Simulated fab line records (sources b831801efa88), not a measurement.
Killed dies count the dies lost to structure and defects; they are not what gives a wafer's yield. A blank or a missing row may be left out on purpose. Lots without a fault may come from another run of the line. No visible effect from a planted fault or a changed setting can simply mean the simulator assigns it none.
Matching of chambers    flow sky130    SKY_METAL4_ETCH_17 on rieDiel-02: 4 sister chambers
The step etches SiO2 in C4F8/O2/Ar, stops on TiN, time 3.9 s, target depth 15 nm. 4 wafers are shown with their chamber, then 10 later ones without.

== WAFERS WITH THEIR CHAMBER ==
wafer   chamber  oesProductAu (a.u.)
L090.1  3        0.739
L090.3  1        0.749
L092.2  0        0.747
L092.3  2        0.754

== WAFERS WITH NO CHAMBER GIVEN ==
wafer   oesProductAu (a.u.)
L092.5  0.754
L091.1  0.741
L091.5  0.748
L091.6  0.750
L096.2  0.747
L096.4  0.755
L096.5  0.750
L097.1  0.745
L097.3  0.743
L097.4  0.753

== EACH ONE'S CHAMBER ==
wafer    from the rows above            in truth
L092.5   2                              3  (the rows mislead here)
L091.1   3                              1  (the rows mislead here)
L091.5   can't be placed: 0 or 1        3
L091.6   can't be placed: 1 or 0 or 2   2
L096.2   can't be placed: 0 or 1        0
L096.4   2                              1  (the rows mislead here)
L096.5   can't be placed: 1 or 0 or 2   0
L097.1   can't be placed: 0 or 1        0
L097.3   can't be placed: 0 or 3 or 1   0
L097.4   can't be placed: 2 or 1        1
0 of 10 placed correctly. These rows do not allow placing 7 (true chamber among the candidates in 6). Placed wrongly: 3.
How it was worked out, from the rows above alone: a wafer's distance from a chamber is the root of the sum, over the readings, of the square of ((its reading less the chamber's mean) divided by the reading's scatter). The wafer belongs to the nearest chamber; if the next one is less than 2 further off, it can't be placed. The mean given for a chamber averages the wafers shown for that chamber. The scatter (one wafer shown for each chamber): square how far every hidden wafer sits from the nearest shown wafer, average those squares and take the square root.
